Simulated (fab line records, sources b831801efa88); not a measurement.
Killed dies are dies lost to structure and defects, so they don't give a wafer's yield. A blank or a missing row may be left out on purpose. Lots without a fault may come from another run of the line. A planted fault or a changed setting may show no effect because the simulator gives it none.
A struck lot beside a sound one | flow sky130 | 15 steps out of a route of 708
Sound: wafers L367.2, L367.3, L367.5. Struck: wafers L387.2, L387.3, L387.6. The cause comes at the end.
At each step with rows: each side's tool, then ch and its chambers, then its first start. Under that, the readings that differ: sound wafers | struck wafers | difference of the means | sigmas: that difference in standard deviations of wafers without a fault.
alike: readings whose means differ by less than 2 such deviations, and words and numbers that are the same on both sides. not compared: withheld readings, readings that some wafer has no value for, bounds like >300 that may hide the same value, and numbers for which the record gives no deviation and whose values overlap.
The two part at a step that has a row with sigmas, a row that says differs or no value, or rows on one side only. Numbers that don't overlap but have no deviation are shown without sigmas and don't part them. A reading that every wafer of one side lacks parts them only if that side has two wafers or more.

SKY_METAL1_SPUTTER_02: material AlCu, target thk 250 nm, time 13.3 s.
  sound on pvd_sputter-03, day 32 01:01; struck on pvd_sputter-04, day 38 04:48
  alike: throttle_valve_pct
SKY_METAL1_SPUTTER_03: material Ti, target thk 5 nm, time 3.3 s.
  sound on pvd_sputter-03, day 32 01:02; struck on pvd_sputter-04, day 38 04:49
  alike: throttle_valve_pct
SKY_METAL1_SPUTTER_04: material TiN, target thk 70 nm, time 58.3 s.
  sound on pvd_sputter-03, day 32 01:04; struck on pvd_sputter-04, day 38 04:50
  alike: throttle_valve_pct
SKY_METAL1_RS_MEAS_05: measures by four-point-probe.
  sound on film_metro-04, day 32 01:08; struck on film_metro-02, day 38 04:55
  reading                 | sound                | struck               | difference | sigmas
  METAL1_ALCU_RS (ohm/sq) | 0.1297 0.1280 0.1281 | 0.1249 0.1236 0.1248 | -0.0042    | -3
SKY_METAL1_THK_MEAS_06: measures by xrf.
  sound on film_metro-04, day 32 01:14; struck on film_metro-02, day 38 05:01
  reading              | sound             | struck            | difference | sigmas
  METAL1_ALCU_THK (nm) | 247.8 249.6 250.8 | 256.3 259.0 255.0 | +7.4       | +3
then, 7 steps without rows for these wafers: SKY_METAL1_DEHYDRATE_07 (time 60 s); SKY_METAL1_HMDS_08 (prime time 60 s); SKY_METAL1_COAT_09 (resist thk 60 nm); SKY_METAL1_COAT_10 (resist thk 450 nm); SKY_METAL1_SOFTBAKE_11 (time 90 s); SKY_METAL1_EXPOSE_12 (exposes mask MM1, target cd 140 nm); SKY_METAL1_PEB_13.
SKY_METAL1_DEVELOP_14: develop time 60 s.
  sound on litho_track-03 ch 0, day 33 03:00; struck on litho_track-03 ch 0, day 39 06:00
  reading                | sound             | struck            | difference | sigmas
  developer_temp_C (C)   | 21.00 20.88 20.91 | 21.71 21.72 21.50 | +0.71      | +7
  resist_line_temp_C (C) | 23.15 22.96 23.14 | 22.77 22.71 22.76 | -0.34      | -3
SKY_METAL1_CD_MEAS_15: target cd 140 nm.
  sound on cd_sem-01, day 33 03:58; struck on cd_sem-01, day 39 06:43
  alike: cd_nm
-- the record jumps here: 11 days lie between the struck wafers' starts before and after (it left off in module METAL1 and takes up again in module PAD_OPEN, whose first step shown is number 708 of the route) --
SKY_PAD_OPEN_PROBE_99:
  sound on prober-02, day 46 05:03; struck on prober-02, day 50 16:43
  alike: defect_limited_yield, killed_at_M0_to_M3, killed_at_M4_up, killed_at_contacts, killed_at_front_end, killed_at_other, killed_dies, killed_open, killed_short, sort_bin_3_pad_short, sort_bin_5_function, sort_bin_6_memory, sort_n_pass, sort_yield_pct

WHERE THEY PART
First at SKY_METAL1_RS_MEAS_05; last, within this record, at SKY_METAL1_DEVELOP_14. Later steps at which nothing parts them and some readings are alike: SKY_METAL1_CD_MEAS_15, SKY_PAD_OPEN_PROBE_99.

WHY: what the simulator had put in
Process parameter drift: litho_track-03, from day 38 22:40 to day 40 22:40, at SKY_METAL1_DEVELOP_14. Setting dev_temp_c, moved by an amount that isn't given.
